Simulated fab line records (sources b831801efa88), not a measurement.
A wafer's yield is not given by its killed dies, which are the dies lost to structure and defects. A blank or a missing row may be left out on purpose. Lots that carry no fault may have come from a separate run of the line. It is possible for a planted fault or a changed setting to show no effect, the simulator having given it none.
Which tool was responsible? / flow gf180mcu / 12 lots with 36 wafers sampled at 5 steps, on a route of 602 steps

== WHAT THE GAUGES READ, wafer by wafer ==
GF_HV_LDD_TW_MEAS_11.
lot=L110; measured=day 9 20:35; on=film_metro-04; HV_LDD_TW=2434 2415 2432
lot=L111; measured=day 10 07:43; on=film_metro-01; HV_LDD_TW=2377 2373 2377
lot=L114; measured=day 11 06:40; on=film_metro-03; HV_LDD_TW=2378 2383 2384
lot=L116; measured=day 11 17:36; on=film_metro-03; HV_LDD_TW=2148 2162 2150
lot=L119; measured=day 12 17:02; on=film_metro-03; HV_LDD_TW=2164 2171 2164
lot=L126; measured=day 15 07:17; on=film_metro-03; HV_LDD_TW=2394 2399 2413
lot=L127; measured=day 15 20:11; on=film_metro-01; HV_LDD_TW=2376 2379 2367
lot=L128; measured=day 15 23:28; on=film_metro-01; HV_LDD_TW=2375 2373 2364
lot=L130; measured=day 16 09:38; on=film_metro-01; HV_LDD_TW=2370 2383 2380
lot=L131; measured=day 16 14:16; on=film_metro-01; HV_LDD_TW=2363 2367 2378
lot=L132; measured=day 16 22:18; on=film_metro-01; HV_LDD_TW=2387 2378 2379
lot=L133; measured=day 17 06:42; on=film_metro-03; HV_LDD_TW=2393 2380 2391

GF_HV_LDD_RS_MEAS_53: the measuring method here is four-point-probe.
lot=L110; measured=day 12 05:16; on=film_metro-01; HV_LDD_RS (ohm/sq)=420.9 420.4 420.2
lot=L111; measured=day 12 17:09; on=film_metro-04; HV_LDD_RS (ohm/sq)=420.6 419.7 421.3
lot=L114; measured=day 13 14:53; on=film_metro-01; HV_LDD_RS (ohm/sq)=418.6 418.6 420.1
lot=L116; measured=day 14 03:22; on=film_metro-01; HV_LDD_RS (ohm/sq)=396.8 397.4 397.5
lot=L119; measured=day 15 06:04; on=film_metro-04; HV_LDD_RS (ohm/sq)=399.8 397.7 399.1
lot=L126; measured=day 18 05:49; on=film_metro-01; HV_LDD_RS (ohm/sq)=420.1 420.8 419.7
lot=L127; measured=day 18 19:02; on=film_metro-03; HV_LDD_RS (ohm/sq)=420.2 419.5 419.0
lot=L128; measured=day 18 21:13; on=film_metro-04; HV_LDD_RS (ohm/sq)=419.9 419.8 419.6
lot=L130; measured=day 19 08:18; on=film_metro-03; HV_LDD_RS (ohm/sq)=418.7 420.1 419.3
lot=L131; measured=day 19 14:15; on=film_metro-01; HV_LDD_RS (ohm/sq)=420.2 419.4 419.4
lot=L132; measured=day 19 22:41; on=film_metro-01; HV_LDD_RS (ohm/sq)=418.3 419.9 419.7
lot=L133; measured=day 20 10:18; on=film_metro-04; HV_LDD_RS (ohm/sq)=420.9 420.9 421.5

GF_V3_THK_MEAS_01.
lot=L110; measured=day 21 00:02; on=film_metro-04; V3_CVD_00_THK (nm)=603 605 611
lot=L111; measured=day 21 15:15; on=film_metro-02; V3_CVD_00_THK (nm)=590 601 596
lot=L114; measured=day 22 16:53; on=film_metro-04; V3_CVD_00_THK (nm)=589 592 586
lot=L116; measured=day 23 08:00; on=film_metro-04; V3_CVD_00_THK (nm)=601 600 603
lot=L119; measured=day 24 13:59; on=film_metro-04; V3_CVD_00_THK (nm)=587 592 600
lot=L126; measured=day 27 09:02; on=film_metro-02; V3_CVD_00_THK (nm)=595 589 592
lot=L127; measured=day 27 18:38; on=film_metro-04; V3_CVD_00_THK (nm)=590 595 591
lot=L128; measured=day 28 00:43; on=film_metro-02; V3_CVD_00_THK (nm)=600 600 607
lot=L130; measured=day 28 06:42; on=film_metro-03; V3_CVD_00_THK (nm)=586 589 586
lot=L131; measured=day 28 09:17; on=film_metro-02; V3_CVD_00_THK (nm)=600 602 601
lot=L132; measured=day 28 17:04; on=film_metro-04; V3_CVD_00_THK (nm)=598 593 599
lot=L133; measured=day 29 01:23; on=film_metro-02; V3_CVD_00_THK (nm)=593 588 582

== WHICH TOOL RAN EACH LOT (tool, then ch and the chambers of the sampled wafers, then the start) ==
lot=L110; GF_HV_LDD_IMPLANT_09=implanter-03 ch 0, day 9 20:21; GF_M3_SPUTTER_04=pvd_sputter-04, day 19 22:29
lot=L111; GF_HV_LDD_IMPLANT_09=implanter-02 ch 0, day 10 07:29; GF_M3_SPUTTER_04=pvd_sputter-04, day 20 13:47
lot=L114; GF_HV_LDD_IMPLANT_09=implanter-01 ch 0, day 11 06:27; GF_M3_SPUTTER_04=pvd_sputter-02, day 21 16:28
lot=L116; GF_HV_LDD_IMPLANT_09=implanter-01 ch 0, day 11 17:23; GF_M3_SPUTTER_04=pvd_sputter-04, day 22 08:07
lot=L119; GF_HV_LDD_IMPLANT_09=implanter-01 ch 0, day 12 16:45; GF_M3_SPUTTER_04=pvd_sputter-01, day 23 14:53
lot=L126; GF_HV_LDD_IMPLANT_09=implanter-01 ch 0, day 15 07:03; GF_M3_SPUTTER_04=pvd_sputter-04, day 26 11:22
lot=L127; GF_HV_LDD_IMPLANT_09=implanter-02 ch 0, day 15 19:57; GF_M3_SPUTTER_04=pvd_sputter-04, day 26 22:17
lot=L128; GF_HV_LDD_IMPLANT_09=implanter-01 ch 0, day 15 23:13; GF_M3_SPUTTER_04=pvd_sputter-02, day 27 03:14
lot=L130; GF_HV_LDD_IMPLANT_09=implanter-01 ch 0, day 16 09:24; GF_M3_SPUTTER_04=pvd_sputter-01, day 27 10:04
lot=L131; GF_HV_LDD_IMPLANT_09=implanter-03 ch 0, day 16 14:01; GF_M3_SPUTTER_04=pvd_sputter-04, day 27 13:16
lot=L132; GF_HV_LDD_IMPLANT_09=implanter-02 ch 0, day 16 22:06; GF_M3_SPUTTER_04=pvd_sputter-02, day 27 20:51
lot=L133; GF_HV_LDD_IMPLANT_09=implanter-03 ch 0, day 17 06:27; GF_M3_SPUTTER_04=pvd_sputter-04, day 28 05:14
- GF_HV_LDD_IMPLANT_09
- GF_M3_SPUTTER_04: material TiN, target thk 50 nm, time 41.7 s.

== WHAT THE TOOLS THEMSELVES READ (means of the sampled wafers that have a number; where no wafer has one, the mark that the record gives instead) ==
GF_HV_LDD_IMPLANT_09.
lot=L110; tool=implanter-03; tilt_deg (degrees)=6.990
lot=L111; tool=implanter-02; tilt_deg (degrees)=6.990
lot=L114; tool=implanter-01; tilt_deg (degrees)=7.000
lot=L116; tool=implanter-01; tilt_deg (degrees)=0.003
lot=L119; tool=implanter-01; tilt_deg (degrees)=0.013
lot=L126; tool=implanter-01; tilt_deg (degrees)=6.978
lot=L127; tool=implanter-02; tilt_deg (degrees)=7.009
lot=L128; tool=implanter-01; tilt_deg (degrees)=7.011
lot=L130; tool=implanter-01; tilt_deg (degrees)=6.997
lot=L131; tool=implanter-03; tilt_deg (degrees)=6.988
lot=L132; tool=implanter-02; tilt_deg (degrees)=6.984
lot=L133; tool=implanter-03; tilt_deg (degrees)=7.003

GF_M3_SPUTTER_04.
lot=L110; tool=pvd_sputter-04; throttle_valve_pct (%)=28.4
lot=L111; tool=pvd_sputter-04; throttle_valve_pct (%)=28.1
lot=L114; tool=pvd_sputter-02; throttle_valve_pct (%)=28.7
lot=L116; tool=pvd_sputter-04; throttle_valve_pct (%)=28.4
lot=L119; tool=pvd_sputter-01; throttle_valve_pct (%)=29.4
lot=L126; tool=pvd_sputter-04; throttle_valve_pct (%)=29.1
lot=L127; tool=pvd_sputter-04; throttle_valve_pct (%)=30.3
lot=L128; tool=pvd_sputter-02; throttle_valve_pct (%)=29.5
lot=L130; tool=pvd_sputter-01; throttle_valve_pct (%)=29.4
lot=L131; tool=pvd_sputter-04; throttle_valve_pct (%)=28.4
lot=L132; tool=pvd_sputter-02; throttle_valve_pct (%)=28.2
lot=L133; tool=pvd_sputter-04; throttle_valve_pct (%)=30.3

== THE ANSWER, worked out from the rows above alone ==
Rule: what is usual is taken from the lots themselves. The widest of any qualifying gaps counts: lots, ordered by their means at a reading, are off when they make up no more than a third of the lots, leave a main group of 4 or more, and stand apart from it by 3 or more times the standard deviation of that group's means. Not used: any main group whose means are identical at the precision the tables above print for the reading. A lot without any number at a reading at which 4 lots or more have one is off too. Where the step has rows for the other lots, those lots are counted as sound. After the gauges, taken in route order, come the tools' own readings; for these a lot's mean is taken, as printed above. The first step at which some lot is off is used, and at that step the reading that is off furthest; a lot without a number counts as furthest.
Off: at GF_HV_LDD_TW_MEAS_11 (HV_LDD_TW), L116, L119. For the main group the mean is 2385 and the standard deviation 17.
A tool fits if, at a process step before that reading, it ran every lot that is off, and no sound lot after the first of them. Not tried: the gauges at GF_HV_LDD_TW_MEAS_11; whatever is off there is also off at GF_HV_LDD_RS_MEAS_53, on other tools, and gauge error can't account for it. Of those tried, none fits.

== WHAT WAS PUT IN BY THE SIMULATOR ==
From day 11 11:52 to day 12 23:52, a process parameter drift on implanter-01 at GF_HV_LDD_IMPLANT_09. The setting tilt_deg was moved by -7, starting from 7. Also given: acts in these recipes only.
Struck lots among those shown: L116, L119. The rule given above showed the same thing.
